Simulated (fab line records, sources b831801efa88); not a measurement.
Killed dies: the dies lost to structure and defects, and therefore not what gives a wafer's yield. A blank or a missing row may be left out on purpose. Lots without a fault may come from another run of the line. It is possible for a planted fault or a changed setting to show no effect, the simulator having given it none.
Which tool was responsible? | flow sky130 | Sampling: 11 lots, 33 wafers, 5 of 708 route steps

WHAT THE GAUGES SHOWED, per wafer
SKY_VIA1_RS_MEAS_22: the measuring method here is four-point-probe. Usual: VIA1_W_RS 0.425 ohm/sq, standard deviation 0.0047.
lot  | measured     | on            | VIA1_W_RS (ohm/sq) | flag
L341 | day 34 09:34 | film-metro-03 | 0.433 0.426 0.427  |
L343 | day 35 03:28 | film-metro-04 | 0.426 0.431 0.424  |
L346 | day 36 08:08 | film-metro-03 | 0.429 0.423 0.428  |
L348 | day 37 01:37 | film-metro-03 | 0.426 0.423 0.422  |
L349 | day 37 22:26 | film-metro-03 | 0.419 0.425 0.425  |
L350 | day 38 03:38 | film-metro-04 | 0.421 0.428 0.417  |
L353 | day 38 10:53 | film-metro-02 | 0.424 0.422 0.423  |
L352 | day 38 11:47 | film-metro-04 | 0.420 0.423 0.424  |
L354 | day 38 23:10 | film-metro-04 | 0.423 0.423 0.427  |
L358 | day 39 22:07 | film-metro-04 | 0.423 0.424 0.427  |
L359 | day 40 02:40 | film-metro-03 | 0.428 0.420 0.431  |

SKY_VIA2_THK_MEAS_01. Usual: VIA2_HDPCVD_THK 1180 nm, standard deviation 18.
lot  | measured     | on            | VIA2_HDPCVD_THK (nm)    | flag
L341 | day 35 13:56 | film-metro-04 | 1200 1184 1189          |
L343 | day 36 07:33 | film-metro-01 | 1169 1175 1172          |
L346 | day 37 11:55 | film-metro-02 | 1192 1164 1201          |
L348 | day 38 05:50 | film-metro-04 | 1181 1194 1202          |
L349 | day 39 01:43 | film-metro-02 | 1181 1159 1180          |
L350 | day 39 07:22 | film-metro-04 | 1195 1181 1165          |
L353 | day 39 13:35 | film-metro-01 | 1188 1182 1164          |
L352 | day 39 14:13 | film-metro-04 | 1173 1179 1208          |
L354 | day 40 02:25 | film-metro-04 | 1206 1175 1197          |
L358 | day 41 00:35 | film-metro-01 | 953 969 943 954 968 942 | OFF
L359 | day 41 04:42 | film-metro-04 | 959 934 947 959 935 947 | OFF

SKY_VIA2_RS_MEAS_22: the measuring method here is four-point-probe. Usual: VIA2_W_RS 0.272 ohm/sq, standard deviation 0.0034.
lot  | measured     | on            | VIA2_W_RS (ohm/sq) | flag
L341 | day 36 17:19 | film-metro-01 | 0.272 0.271 0.275  |
L343 | day 37 10:55 | film-metro-02 | 0.272 0.264 0.265  |
L346 | day 38 15:25 | film-metro-04 | 0.274 0.274 0.277  |
L348 | day 39 09:08 | film-metro-04 | 0.271 0.275 0.267  |
L349 | day 40 04:41 | film-metro-01 | 0.271 0.274 0.272  |
L350 | day 40 10:28 | film-metro-01 | 0.274 0.272 0.272  |
L353 | day 40 16:18 | film-metro-01 | 0.267 0.267 0.269  |
L352 | day 40 16:13 | film-metro-02 | 0.267 0.271 0.270  |
L354 | day 41 03:37 | film-metro-02 | 0.276 0.269 0.272  |
L358 | day 42 01:36 | film-metro-04 | 0.275 0.276 0.273  |
L359 | day 42 06:28 | film-metro-02 | 0.274 0.275 0.275  |

WHAT TOOL EACH LOT RAN ON (gives the tool, then ch and the chambers of the sampled wafers, and finally the start)
lot  | SKY_VIA1_STRIP_16                    | SKY_VIA2_HDPCVD_00
L341 | plasma-asher-04 ch 0,1, day 34 08:47 | hdpcvd-02 ch 0,1, day 35 13:47
L343 | plasma-asher-04 ch 0,1, day 35 02:40 | hdpcvd-02 ch 1,2, day 36 07:25
L346 | plasma-asher-04 ch 0,1, day 36 07:02 | hdpcvd-01 ch 0,1,2, day 37 11:47
L348 | plasma-asher-04 ch 0,1, day 37 00:52 | hdpcvd-01 ch 0,1,2, day 38 05:42
L349 | plasma-asher-03 ch 0,1, day 37 21:38 | hdpcvd-02 ch 0,1,2, day 39 01:35
L350 | plasma-asher-04 ch 0,1, day 38 02:52 | hdpcvd-01 ch 0,1,2, day 39 07:14
L353 | plasma-asher-01 ch 1, day 38 10:08   | hdpcvd-02 ch 0,1,2, day 39 13:27
L352 | plasma-asher-04 ch 0,1, day 38 11:00 | hdpcvd-01 ch 0,2, day 39 14:05
L354 | plasma-asher-04 ch 0,1, day 38 22:23 | hdpcvd-01 ch 0,2, day 40 02:16
L358 | plasma-asher-03 ch 0,1, day 39 21:22 | hdpcvd-02 ch 0,1,2, day 41 00:28
L359 | plasma-asher-01 ch 0,1, day 40 01:55 | hdpcvd-02 ch 0,2, day 41 04:35
- SKY_VIA1_STRIP_16: strips in O2/N2.
- SKY_VIA2_HDPCVD_00: deposits SiO2, target thk 1180 nm, time 196.7 s.

WHAT THE TOOLS THEMSELVES READ (means of the sampled wafers that have a number; where no wafer has one, the mark that the record gives instead)
SKY_VIA1_STRIP_16. Usual: chamber-pressure-mTorr 1499.8 mTorr, standard deviation 1.4; drypump-motor-current-A 5.7 A, standard deviation 0.46; oes-product-au 0.415 a.u., standard deviation 0.0048; strip-time-to-endpoint-s 4.464 s, standard deviation 0.028.
lot  | tool            | chamber-pressure-mTorr (mTorr) | drypump-motor-current-A (A) | oes-product-au (a.u.) | strip-time-to-endpoint-s (s) | flag
L341 | plasma-asher-04 | 1498.4                         | 5.7                         | 0.419                 | 4.470                        |
L343 | plasma-asher-04 | 1499.6                         | 5.3                         | 0.417                 | 4.478                        |
L346 | plasma-asher-04 | 1501.4                         | 5.7                         | 0.414                 | 4.473                        |
L348 | plasma-asher-04 | 1499.2                         | 5.3                         | 0.413                 | 4.467                        |
L349 | plasma-asher-03 | 1499.3                         | 6.0                         | 0.415                 | 4.455                        |
L350 | plasma-asher-04 | 1499.7                         | 5.7                         | 0.417                 | 4.464                        |
L353 | plasma-asher-01 | 1501.3                         | 5.5                         | 0.414                 | 4.456                        |
L352 | plasma-asher-04 | 1499.7                         | 5.7                         | 0.419                 | 4.505                        |
L354 | plasma-asher-04 | 1499.2                         | 5.3                         | 0.418                 | 4.443                        |
L358 | plasma-asher-03 | 1499.3                         | 6.0                         | 0.416                 | 4.456                        |
L359 | plasma-asher-01 | 1500.3                         | 5.8                         | 0.417                 | 4.477                        |

SKY_VIA2_HDPCVD_00. Usual: 60.02 sccm for sih4-flow-sccm, sd 0.18.
lot  | tool      | sih4-flow-sccm (sccm) | flag
L341 | hdpcvd-02 | 60.22                 |
L343 | hdpcvd-02 | 59.88                 |
L346 | hdpcvd-01 | 59.87                 |
L348 | hdpcvd-01 | 59.87                 |
L349 | hdpcvd-02 | 59.81                 |
L350 | hdpcvd-01 | 60.10                 |
L353 | hdpcvd-02 | 59.91                 |
L352 | hdpcvd-01 | 59.96                 |
L354 | hdpcvd-01 | 59.86                 |
L358 | hdpcvd-02 | 47.91                 | OFF
L359 | hdpcvd-02 | 48.17                 | OFF

THE ANSWER, worked out from the rows above alone
Rule: lot off if the mean of its wafers having a number is beyond 3 standard deviations from the usual mean. A lot without any number at a reading at which 4 lots or more have one is off too. Where the step has rows for the other lots, those lots are counted as sound. After the gauges, taken in route order, come the tools' own readings; for these a lot's mean is taken, as printed above. The first step at which some lot is off is used, and at that step the reading that is off furthest; a lot without a number counts as furthest.
Off: L358, L359, at SKY_VIA2_THK_MEAS_01 (VIA2_HDPCVD_THK).
A tool fits if, at a process step before that reading, it ran every lot that is off, and no sound lot after the first of them. The gauges at SKY_VIA2_THK_MEAS_01 aren't tried: what is off there is off at SKY_VIA2_HDPCVD_00 too, on other tools, and a gauge's error can't cause that. One fits: hdpcvd-02 at SKY_VIA2_HDPCVD_00. A fault onset in the window from L353 (day 39 13:27, its last sound lot) to L358 (day 41 00:28, its first lot off) fits.
The tool's own readings at SKY_VIA2_HDPCVD_00 bear it out: on the lots that are off they differ by more than 5 times the standard deviation of the sound lots' means. sih4-flow-sccm reads 48.04 sccm there against 59.94 sccm on the sound lots.

WHAT THE SIMULATOR HAD INSERTED
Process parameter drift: hdpcvd-02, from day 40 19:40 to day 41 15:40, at SKY_VIA2_HDPCVD_00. From 60, the setting sih4-flow-sccm moved by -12. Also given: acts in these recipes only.
Lots struck among those shown: L358, L359. This agrees with what the rule above found.
